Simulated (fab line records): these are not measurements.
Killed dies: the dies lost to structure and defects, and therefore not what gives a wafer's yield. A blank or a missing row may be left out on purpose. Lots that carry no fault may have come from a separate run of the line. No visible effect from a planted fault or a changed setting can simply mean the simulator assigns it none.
A struck lot beside a sound one | flow sfqLine | 42 steps out of a route of 325
Sound: wafers L129.4, L129.5, L129.6. Struck: wafers L135.1, L135.5, L135.6. Last of all comes the cause.
Per side, at each step with rows, come the tool, then ch with its chambers, and then its first start. Under that, the readings that differ: sound wafers | struck wafers | difference of the means | sigmas: that difference in standard deviations of wafers without a fault.
alike: readings whose means differ by less than 2 such deviations, and words and numbers that are the same on both sides. not compared: withheld readings, readings that some wafer has no value for, bounds like >300 that may hide the same value, and numbers for which the record gives no deviation and whose values overlap.
The two part at a step that has a row with sigmas, a row that says differs or no value, or rows on one side only. Numbers that have no deviation but don't overlap get no sigmas and don't part them. A reading that every wafer of one side lacks parts them only if that side has two wafers or more.

first, 2 steps without rows for these wafers: SFQ_TRILAYER_M7_DEP_PRE_CLEAN_176 (time 22.5 s); SFQ_TRILAYER_M7_DEP_SPUTTER_175 (material Nb, target thk 200 nm, time 127.5 s).
SFQ_M7_RS_MEAS_943: the measuring method here is four-point-probe.
  struck on filmMetro-03, day 82 19:22; sound on filmMetro-04, day 79 16:33
  alike: M7_NB_RS
then, 6 steps without rows for these wafers: SFQ_TRILAYER_M7_LITHO_COAT_182 (resist thk 62 nm); SFQ_TRILAYER_M7_LITHO_COAT_177 (resist thk 600 nm); SFQ_TRILAYER_M7_LITHO_SOFTBAKE_181; SFQ_TRILAYER_M7_LITHO_EXPOSE_178 (exposes mask M7, target cd 500 nm); SFQ_TRILAYER_M7_LITHO_PEB_180 (peb time 60 s); SFQ_TRILAYER_M7_LITHO_DEVELOP_179 (time 60 s).
-- the record jumps here: 4 days lie between the struck wafers' starts before and after --
SFQ_M7_OVL_MEAS_945:
  struck on overlay-01, day 86 21:35; sound on overlay-01, day 84 05:53
  alike: M7_OVL
SFQ_TRILAYER_M7_BARC_OPEN_METAL_ETCH_229: etches BARC in O2, target depth 125 nm, time 41.7 s.
  sound on rieMetal-02 ch 0,1, day 84 05:55; struck on rieMetal-01 ch 0,1, day 86 21:37
  alike: biasW, chamberPressureMTorr, drypumpMotorCurrentA, heBacksideLeakSccm, oesProductAu
  not compared: rfHoursCounterH
SFQ_TRILAYER_M7_ETCH_METAL_ETCH_180: etches Nb in Cl2/Ar, stops on SiO2, target depth 240 nm, time 120 s.
  sound on rieMetal-02 ch 0,1, day 84 06:00; struck on rieMetal-01 ch 0,1, day 86 21:41
  no value came back on the struck wafers for any of 5 readings (biasW (W), chamberPressureMTorr (mTorr) and others); on the sound wafers biasW (W) reads 79.82 80.10 79.90
reading                                            | sound             | struck            | difference | sigmas
model.KrF_of_TRILAYER_M7_LITHO_COAT_177.thkNm (nm) | 382.3 382.6 381.1 | 524.8 524.1 524.5 | +142.5     | 
  not compared: rfHoursCounterH
SFQ_TRILAYER_M7_STRIP_STRIP_181: strips in O2.
  sound on rieMetal-02 ch 0,1, day 84 06:17; struck on rieMetal-01 ch 0,1, day 86 21:49
  alike: drypumpMotorCurrentA, heBacksideLeakSccm, oesProductAu
  not compared: rfHoursCounterH
then, 2 steps without rows for these wafers: SFQ_TRILAYER_M7_STRIP_SOLV_CLEAN_182 (cleans in NMP, time 600 s); SFQ_TRILAYER_I7_DEP_PECVD_183 (deposits SiO2 from SiH4/N2O, time 111.11 s, target thk 500 nm).
SFQ_TRILAYER_I7_CMP_CMP_184: polishes SiO2.
  sound on cmp-02 ch 1,2, day 84 07:27; struck on cmp-02 ch 0,1,3, day 86 23:40
  alike: motorCurrentA, timeToEndpointS
SFQ_I7_BOW_MEAS_946:
  struck on filmMetro-02, day 87 01:40; sound on filmMetro-01, day 84 10:01
  alike: I7_BOW
then, 7 steps without rows for these wafers: SFQ_TRILAYER_I7_METRO_MEASURE_185; SFQ_TRILAYER_I7_VIA_LITHO_COAT_192 (resist thk 62 nm); SFQ_TRILAYER_I7_VIA_LITHO_COAT_187 (resist thk 650 nm); SFQ_TRILAYER_I7_VIA_LITHO_SOFTBAKE_191; SFQ_TRILAYER_I7_VIA_LITHO_EXPOSE_188 (exposes mask I7, target cd 1000 nm); SFQ_TRILAYER_I7_VIA_LITHO_PEB_190 (peb time 60 s); SFQ_TRILAYER_I7_VIA_LITHO_DEVELOP_189 (time 60 s).
-- the record jumps here: 4 days lie between the struck wafers' starts before and after --
SFQ_I7_OVL_MEAS_947:
  struck on overlay-01, day 90 21:25; sound on overlay-01, day 88 14:27
  alike: I7_OVL
SFQ_TRILAYER_I7_VIA_BARC_OPEN_VIA_ETCH_260: etches BARC in O2, target depth 125 nm, time 41.7 s.
  sound on rieDiel-01 ch 2,3, day 88 14:28; struck on rieDiel-03 ch 2,3, day 90 21:28
  alike: biasW, chamberPressureMTorr, drypumpMotorCurrentA, oesProductAu
  not compared: rfHoursCounterH
then, 1 step without rows for these wafers: SFQ_TRILAYER_I7_VIA_ETCH_VIA_ETCH_190 (etches SiO2 in CHF3, stops on Nb, target depth 260 nm).
SFQ_TRILAYER_I7_VIA_STRIP_STRIP_191: strips in O2.
  sound on rieMetal-03 ch 0, day 88 15:13; struck on rieMetal-04 ch 0,1, day 90 21:37
  alike: drypumpMotorCurrentA, heBacksideLeakSccm, oesProductAu
  not compared: rfHoursCounterH
then, 8 steps without rows for these wafers: SFQ_TRILAYER_I7_VIA_STRIP_SOLV_CLEAN_192 (cleans in NMP, time 600 s); SFQ_TRILAYER_M8_LITHO_LOR_COAT_197; SFQ_TRILAYER_M8_LITHO_LOR_BAKE_198; SFQ_TRILAYER_M8_LITHO_COAT_193 (resist thk 600 nm); SFQ_TRILAYER_M8_LITHO_SOFTBAKE_199; SFQ_TRILAYER_M8_LITHO_EXPOSE_194 (exposes mask M8, target cd 2000 nm); SFQ_TRILAYER_M8_LITHO_PEB_196 (peb time 60 s); SFQ_TRILAYER_M8_LITHO_DEVELOP_195 (img clear 15 s, time 55 s).
-- the record jumps here: 4 days lie between the struck wafers' starts before and after --
SFQ_M8_OVL_MEAS_948:
  struck on overlay-01, day 94 22:14; sound on overlay-02, day 92 18:17
  alike: M8_OVL
then, 3 steps without rows for these wafers: SFQ_TRILAYER_M8_DEP_EVAP_197 (material Ti, target thk 20 nm, time 100 s); SFQ_TRILAYER_M8_DEP_EVAP_198 (material Pt, target thk 50 nm, time 250 s); SFQ_TRILAYER_M8_DEP_EVAP_196 (material Au, target thk 180 nm, time 900 s).
SFQ_M8_RS_MEAS_949: the measuring method here is four-point-probe.
  struck on filmMetro-04, day 94 23:01; sound on filmMetro-02, day 92 19:07
  alike: M8_AU_RS
SFQ_M8_BOW_MEAS_951:
  struck on filmMetro-03, day 94 23:23; sound on filmMetro-03, day 92 19:28
reading                     | sound    | struck | difference | sigmas
model.etest.m7.combLog10Ohm | 12 12 12 | 0 0 0  | -12        | 
  alike: M8_BOW

## WHERE THEY PART
Only at SFQ_TRILAYER_M7_ETCH_METAL_ETCH_180, as far as this record shows. Later steps at which nothing parts them and some readings are alike: SFQ_TRILAYER_M7_STRIP_STRIP_181, SFQ_TRILAYER_I7_CMP_CMP_184, SFQ_I7_BOW_MEAS_946, SFQ_I7_OVL_MEAS_947, SFQ_TRILAYER_I7_VIA_BARC_OPEN_VIA_ETCH_260, SFQ_TRILAYER_I7_VIA_STRIP_STRIP_191, SFQ_M8_OVL_MEAS_948, SFQ_M8_RS_MEAS_949, SFQ_M8_BOW_MEAS_951.

WHY: what had been put in by the simulator
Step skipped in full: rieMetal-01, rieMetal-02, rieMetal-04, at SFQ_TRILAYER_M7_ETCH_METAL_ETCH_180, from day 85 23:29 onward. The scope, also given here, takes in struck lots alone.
